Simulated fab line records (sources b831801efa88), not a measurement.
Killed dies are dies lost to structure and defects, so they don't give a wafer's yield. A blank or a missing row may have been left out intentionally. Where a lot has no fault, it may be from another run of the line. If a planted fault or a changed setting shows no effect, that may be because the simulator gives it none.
Chamber matching ; flow sky130 ; hdpcvd-02 running SKY_CONTACT_HDPCVD_02: 3 sister chambers
The step deposits SiO2, target thk 565 nm, time 94.2 s. 6 wafers are shown with their chamber, then 7 later ones without.

WAFERS PAIRED WITH THEIR CHAMBERS
wafer;chamber;sih4 flow sccm (sccm);pressure mtorr (mTorr)
L650.4;1;59.95;6.011
L651.1;0;59.70;5.999
L651.3;2;59.98;6.014
L651.5;2;60.09;6.011
L652.4;1;59.88;6.024
L652.5;0;60.05;6.009

WAFERS WHOSE CHAMBER IS MISSING
wafer;sih4 flow sccm (sccm);pressure mtorr (mTorr)
L652.6;59.78;6.023
L654.1;60.03;5.983
L654.3;59.80;6.004
L654.5;60.06;5.987
L655.3;59.96;6.000
L655.4;60.12;6.001
L655.6;59.71;6.007

CHAMBER TAKEN BY EACH
wafer;from the rows above;in truth
L652.6;can't be placed: 1 or 2 or 0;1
L654.1;can't be placed: 0 or 2 or 1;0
L654.3;can't be placed: 0 or 2 or 1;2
L654.5;can't be placed: 0 or 2 or 1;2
L655.3;can't be placed: 0 or 2 or 1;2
L655.4;can't be placed: 0 or 2 or 1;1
L655.6;can't be placed: 0 or 1 or 2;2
Correct placement for 0 of the 7. Unplaceable from these rows: 7, with the true chamber sitting among the candidates in 7. 0 placed wrongly.
How it was worked out, from the rows above alone: a wafer's distance from a chamber is the root of the sum, over the readings, of the square of ((its reading less the chamber's mean) divided by the reading's scatter). If the next closest chamber is less than 2 further off than the closest, the wafer can't be placed; otherwise it belongs to the closest. Each chamber's mean is taken over the wafers shown for it. The scatter: the root of (the sum of the squares of (reading less its chamber's mean) over the shown wafers, divided by (wafers less chambers)).
